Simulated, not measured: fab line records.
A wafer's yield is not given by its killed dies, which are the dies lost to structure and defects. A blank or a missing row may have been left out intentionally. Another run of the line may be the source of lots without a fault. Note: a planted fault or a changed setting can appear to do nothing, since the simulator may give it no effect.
fab line records ; flow gf180mcu
record lots=5; wafers=15; last_day=33
route steps=602 shown V2@397
lots with no fault: from the same line, run without faults
start_h: the number of hours between the record's first day and the start of the first shown wafer of the lot ; wait_h: time in hours since the lot's previous step ; " the same as in the row above ; L1.1+2: several wafers, shown together as one row ; - no value present, or no start provided ; * or withheld: withheld ; < > ~ a bound
route shown NAME@n: a module of which the file shows steps, and the number in the route of the first ; usual: average and standard deviation across the fault-free wafers ; same: alike in all rows ; chamber/n: place in a boat ; sites: per-site readings ; _std_site: the values' standard deviation ; _edge_site: the outer-site mean with the inner-site mean subtracted ; radius_mm: how far each site lies from the wafer's centre ; mask NAME#n: copy n ; behind: the most recent tool/chamber to have shaped the wafer ; hold: why the lot was held/for how many hours/how that ended ; device: names the non-switching transistor (n, p or np) ; end of line: the tests these same wafers got at the end of their route ; where a step has no rows: the recipe by itself ; killed: at the first sort, the dies lost to defects and structure; wafer yield is something else ; map: dies across one wafer; x = killed, . = not, _ = none there
set.NAME: the setting the step ran with; set.NAME@STEP: the setting that earlier step ran with ; model.NAME: the simulator's own value behind a step, which no gauge read
lots at selected steps of the route; one table per step, one row per wafer
services: from which hour (start_h, from the record's first day; less than 0 if before it) a tool's chamber was out of use, for how many hours, and why
## steps
# step GF_V2_OVL_MEAS_15
# usual V2_OVL=-1/4.9
lot.wafer;tool;chamber;start_h;wait_h;V2_OVL[nm]
L081.2;overlay-01;-;507.71;0.1;-1
L081.5;overlay-01;-;507.71;0.1;-4
L081.6;overlay-01;-;507.71;0.1;-8
L086.1;overlay-02;-;543.60;0.1;-6
L086.2;overlay-02;-;543.60;0.1;4
L086.3;overlay-02;-;543.60;0.1;-3
L088.1;overlay-02;-;557.95;0.1;2
L088.2;overlay-02;-;557.95;0.1;4
L088.4;overlay-02;-;557.95;0.1;-5
L092.3;overlay-02;-;600.06;0.1;2
L092.5;overlay-02;-;600.06;0.1;-5
L092.6;overlay-02;-;600.06;0.1;-4
L095.1;overlay-01;-;621.40;0.1;5
L095.5;overlay-01;-;621.40;0.1;0
L095.6;overlay-01;-;621.40;0.1;-2
# step GF_V2_ETCH_16
# recipe chemistry=N2/H2; target_depth_a=withheld; overetch_a=withheld; time_s=withheld; target=BARC; ion_energy_ev=200; source_w=500; bias_w=100; pressure_mtorr=30; n2_flow_sccm=100; h2_flow_sccm=200
# usual drypump_motor_current_A=5.8/0.47; oes_product_au=0.856/0.0046; throttle_valve_pct=13.226/0.0085
lot.wafer;tool;chamber;start_h;wait_h;drypump_motor_current_A;oes_product_au;throttle_valve_pct
L081.2;rie_diel-04;2;507.74;0.0;6.4;0.861;13.208
L081.5;rie_diel-04;2;507.74;0.0;6.4;0.860;13.216
L081.6;rie_diel-04;1;507.74;0.0;6.0;0.858;13.228
L086.1;rie_diel-02;3;543.63;0.0;6.2;0.867;13.220
L086.2;rie_diel-02;0;543.63;0.0;6.0;0.859;13.224
L086.3;rie_diel-02;1;543.63;0.0;4.7;0.862;13.222
L088.1;rie_diel-02;2;557.99;0.0;5.7;0.850;13.210
L088.2;rie_diel-02;1;557.99;0.0;4.7;0.858;13.227
L088.4;rie_diel-02;3;557.99;0.0;6.1;0.862;13.219
L092.3;rie_diel-02;0;600.08;0.0;6.0;0.850;13.230
L092.5;rie_diel-02;2;600.08;0.0;5.7;0.858;13.214
L092.6;rie_diel-02;1;600.08;0.0;4.7;0.851;13.234
L095.1;rie_diel-01;1;621.44;0.0;5.7;0.859;13.229
L095.5;rie_diel-01;3;621.44;0.0;5.8;0.855;13.229
L095.6;rie_diel-01;2;621.44;0.0;6.2;0.860;13.235
# step GF_V2_ETCH_17
# recipe chemistry=C4F8/O2/Ar; mask_material=KrF; target=SiO2; stop_on=TiN; source_w=1500; bias_w=1200; pressure_mtorr=40; c4f8_flow_sccm=withheld; O2_flow_sccm=6; Ar_flow_sccm=300; time_s=withheld; target_depth_a=6300
# usual oes_product_au=0.856/0.0047
lot.wafer;tool;chamber;start_h;wait_h;oes_product_au
L081.2;rie_diel-04;2;-;-;0.855
L081.5;rie_diel-04;2;-;-;0.854
L081.6;rie_diel-04;1;-;-;0.856
L086.1;rie_diel-02;3;-;-;0.856
L086.2;rie_diel-02;0;-;-;0.853
L086.3;rie_diel-02;1;-;-;0.862
L088.1;rie_diel-02;2;-;-;0.851
L088.2;rie_diel-02;1;-;-;0.855
L088.4;rie_diel-02;3;-;-;0.845
L092.3;rie_diel-02;0;-;-;0.861
L092.5;rie_diel-02;2;-;-;0.854
L092.6;rie_diel-02;1;-;-;0.852
L095.1;rie_diel-01;1;-;-;0.855
L095.5;rie_diel-01;3;-;-;0.851
L095.6;rie_diel-01;2;-;-;0.854
# step GF_V2_STRIP_18
# recipe chemistry=O2/N2; power_w=1400; pressure_mtorr=1500; platen_temp_c=250; o2_flow_sccm=3000; n2_flow_sccm=300; overash_fraction=0.5
# usual drypump_motor_current_A=5.8/0.45; heater_power_w=331/39; oes_product_au=0.593/0.0043
lot.wafer;tool;chamber;start_h;wait_h;drypump_motor_current_A;heater_power_w;oes_product_au;rf_hours_counter_h
L081.2;plasma_asher-01;0;507.87;-;5.2;316;0.591;74
L081.5;plasma_asher-01;0;507.87;-;5.2;319;0.589;-
L081.6;plasma_asher-01;1;507.87;-;5.0;297;0.592;-
L086.1;plasma_asher-02;0;543.76;-;6.2;419;0.590;39
L086.2;plasma_asher-02;1;543.76;-;6.0;336;0.584;39
L086.3;plasma_asher-02;1;543.76;-;6.0;324;0.596;-
L088.1;plasma_asher-01;0;558.12;-;5.2;318;0.602;80
L088.2;plasma_asher-01;1;558.12;-;5.0;281;0.595;80
L088.4;plasma_asher-01;1;558.12;-;4.9;286;0.593;-
L092.3;plasma_asher-04;1;600.24;-;6.0;317;0.603;-
L092.5;plasma_asher-04;0;600.24;-;6.0;321;0.590;-
L092.6;plasma_asher-04;1;600.24;-;6.0;320;0.590;-
L095.1;plasma_asher-01;0;621.57;-;5.2;310;0.592;86
L095.5;plasma_asher-01;0;621.57;-;5.2;311;0.597;-
L095.6;plasma_asher-01;1;621.57;-;5.0;287;0.589;-
# step GF_V2_STRIP_19
# recipe chemistry=post_etch_residue_remover; time_s=1200; temp_c=72.5
lot.wafer;tool;chamber;start_h;wait_h
L081.2+5+6;wet_bench-02;0;507.97;0.1
L086.1+2+3;wet_bench-02;0;543.86;0.1
L088.1+2+4;wet_bench-04;3;558.22;0.1
L092.3+5+6;wet_bench-01;3;600.31;0.0
L095.1+5+6;wet_bench-02;0;621.67;0.1
# step GF_V2_CLEAN_20
# recipe chemistry=DIW; dry=n2_spin
lot.wafer;tool;chamber;start_h;wait_h
L081.2+5+6;wet_bench-04;1;508.31;0.0
L086.1+2+3;wet_bench-01;1;544.20;0.0
L088.1+2+4;wet_bench-02;3;558.59;0.0
L092.3+5+6;wet_bench-04;2;600.65;0.0
L095.1+5+6;wet_bench-01;0;622.04;0.0
# step GF_V2_SPUTTER_21
# recipe material=Ti; target_thk_nm=15; chamber_pressure_pa=5; power_w=2500; substrate_temp_c=200; time_s=80.02
# usual chamber_pressure_pa=4.998/0.0096; throttle_valve_pct=30.3/0.99
lot.wafer;tool;chamber;start_h;wait_h;chamber_pressure_pa;throttle_valve_pct
L081.2;pvd_sputter-02;-;508.40;0.0;4.994;30.2
L081.5;pvd_sputter-02;-;508.40;0.0;5.016;29.3
L081.6;pvd_sputter-02;-;508.40;0.0;5.005;29.7
L086.1;pvd_sputter-02;-;544.30;0.0;4.999;30.7
L086.2;pvd_sputter-02;-;544.30;0.0;5.002;30.1
L086.3;pvd_sputter-02;-;544.30;0.0;4.992;29.6
L088.1;pvd_sputter-02;-;558.68;0.0;4.997;30.0
L088.2;pvd_sputter-02;-;558.68;0.0;4.991;29.7
L088.4;pvd_sputter-02;-;558.68;0.0;5.001;30.8
L092.3;pvd_sputter-02;-;600.75;0.0;4.986;29.3
L092.5;pvd_sputter-02;-;600.75;0.0;4.998;30.1
L092.6;pvd_sputter-02;-;600.75;0.0;5.004;30.6
L095.1;pvd_sputter-02;-;622.14;0.0;4.999;29.1
L095.5;pvd_sputter-02;-;622.14;0.0;5.010;30.9
L095.6;pvd_sputter-02;-;622.14;0.0;4.986;29.0
# step GF_V2_SPUTTER_22
# recipe material=TiN; target_thk_nm=10; chamber_pressure_pa=5; power_w=4000; time_s=40
# usual chamber_pressure_pa=5.001/0.01; throttle_valve_pct=30.3/1
lot.wafer;tool;chamber;start_h;wait_h;chamber_pressure_pa;throttle_valve_pct
L081.2;pvd_sputter-02;-;508.46;0.0;4.996;30.1
L081.5;pvd_sputter-02;-;508.46;0.0;5.012;29.1
L081.6;pvd_sputter-02;-;508.46;0.0;5.012;29.5
L086.1;pvd_sputter-02;-;544.36;0.0;5.002;30.7
L086.2;pvd_sputter-02;-;544.36;0.0;5.004;30.2
L086.3;pvd_sputter-02;-;544.36;0.0;4.983;29.4
L088.1;pvd_sputter-02;-;558.74;0.0;4.995;30.0
L088.2;pvd_sputter-02;-;558.74;0.0;4.996;29.4
L088.4;pvd_sputter-02;-;558.74;0.0;4.993;30.7
L092.3;pvd_sputter-02;-;600.81;0.0;4.994;29.3
L092.5;pvd_sputter-02;-;600.81;0.0;4.982;29.8
L092.6;pvd_sputter-02;-;600.81;0.0;5.014;30.6
L095.1;pvd_sputter-02;-;622.20;0.0;5.005;29.0
L095.5;pvd_sputter-02;-;622.20;0.0;5.029;30.7
L095.6;pvd_sputter-02;-;622.20;0.0;4.999;29.2
# step GF_V2_CVD_23
# recipe material=W; target_thk_nm=350; time_s=104.94; temp_c=400; pressure_torr=40
# usual heater_power_w=878/83
lot.wafer;tool;chamber;start_h;wait_h;heater_power_w
L081.2;cvd_w-02;0;508.50;0.0;925
L081.5;cvd_w-02;1;508.50;0.0;792
L081.6;cvd_w-02;0;508.50;0.0;906
L086.1;cvd_w-02;0;544.40;0.0;905
L086.2;cvd_w-02;1;544.40;0.0;793
L086.3;cvd_w-02;1;544.40;0.0;790
L088.1;cvd_w-02;1;558.78;0.0;804
L088.2;cvd_w-02;0;558.78;0.0;889
L088.4;cvd_w-02;1;558.78;0.0;766
L092.3;cvd_w-02;0;600.89;0.1;898
L092.5;cvd_w-02;0;600.89;0.1;909
L092.6;cvd_w-02;1;600.89;0.1;804
L095.1;cvd_w-02;1;622.24;0.0;804
L095.5;cvd_w-02;0;622.24;0.0;904
L095.6;cvd_w-02;1;622.24;0.0;805
## services
tool;chamber;start_h;hours;kind
cvd_w-02;-;489.49;0.8;repair
cvd_w-02;-;492.40;0.7;repair
plasma_asher-01;-;503.13;0.9;repair
rie_diel-02;0;503.63;-;clean
rie_diel-02;0;503.63;11.0;scheduled_down
rie_diel-02;0;503.63;11.0;vent_cycle
pvd_sputter-02;-;509.91;2.2;repair
rie_diel-02;2;509.96;6.5;repair
rie_diel-02;1;512.65;20.7;repair
plasma_asher-02;-;520.27;2.1;repair
rie_diel-02;2;527.99;12.0;repair
rie_diel-02;2;539.98;-;clean
rie_diel-02;2;539.98;15.7;scheduled_down
rie_diel-02;2;539.98;15.7;vent_cycle
rie_diel-01;1;590.28;1.2;repair
rie_diel-01;-;602.40;14.6;pm
plasma_asher-02;-;605.57;2.5;repair
plasma_asher-01;-;609.81;0.4;repair
## key
fault none
